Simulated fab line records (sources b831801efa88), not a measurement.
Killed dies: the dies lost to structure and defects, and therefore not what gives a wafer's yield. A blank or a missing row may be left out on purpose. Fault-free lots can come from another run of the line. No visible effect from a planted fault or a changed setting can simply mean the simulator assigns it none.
Matching of chambers | flow gf180mcu | GF_V4_ETCH_16 on rieDiel-01: 4 sister chambers
The step etches BARC in N2/H2. 4 wafers are shown with their chamber, then 8 later ones without.

## WAFERS WITH THEIR CHAMBER
wafer  | chamber | drypumpMotorCurrentA (A)
L080.3 | 0       | 5.4
L085.4 | 1       | 6.3
L089.4 | 3       | 6.5
L090.1 | 2       | 6.3

## WAFERS WHOSE CHAMBER IS MISSING
wafer  | drypumpMotorCurrentA (A)
L090.3 | 6.5
L090.6 | 6.3
L093.3 | 6.3
L093.5 | 6.5
L093.6 | 6.2
L097.2 | 6.5
L097.3 | 6.3
L097.6 | 6.3

## WHICH CHAMBER EACH WENT THROUGH
wafer  | from the rows above     | in truth
L090.3 | 3                       | 3
L090.6 | can't be placed: 1 or 2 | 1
L093.3 | can't be placed: 1 or 2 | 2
L093.5 | 3                       | 3
L093.6 | can't be placed: 1 or 2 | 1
L097.2 | 3                       | 3
L097.3 | can't be placed: 1 or 2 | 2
L097.6 | can't be placed: 1 or 2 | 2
Correct placement for 3 of the 8. Cannot be placed on the basis of these rows: 5; the candidates contain the true chamber in 5. Number placed wrongly: 0.
How it was worked out, from the rows above alone: a wafer's distance from a chamber is the root of the sum, over the readings, of the square of ((its reading less the chamber's mean) divided by the reading's scatter). The wafer belongs to the nearest chamber; if the next one is less than 2 further off, it can't be placed. For every chamber, the mean is computed from those of its wafers that are shown. The scatter (one wafer shown for each chamber): square how far every hidden wafer sits from the nearest shown wafer, average those squares and take the square root.
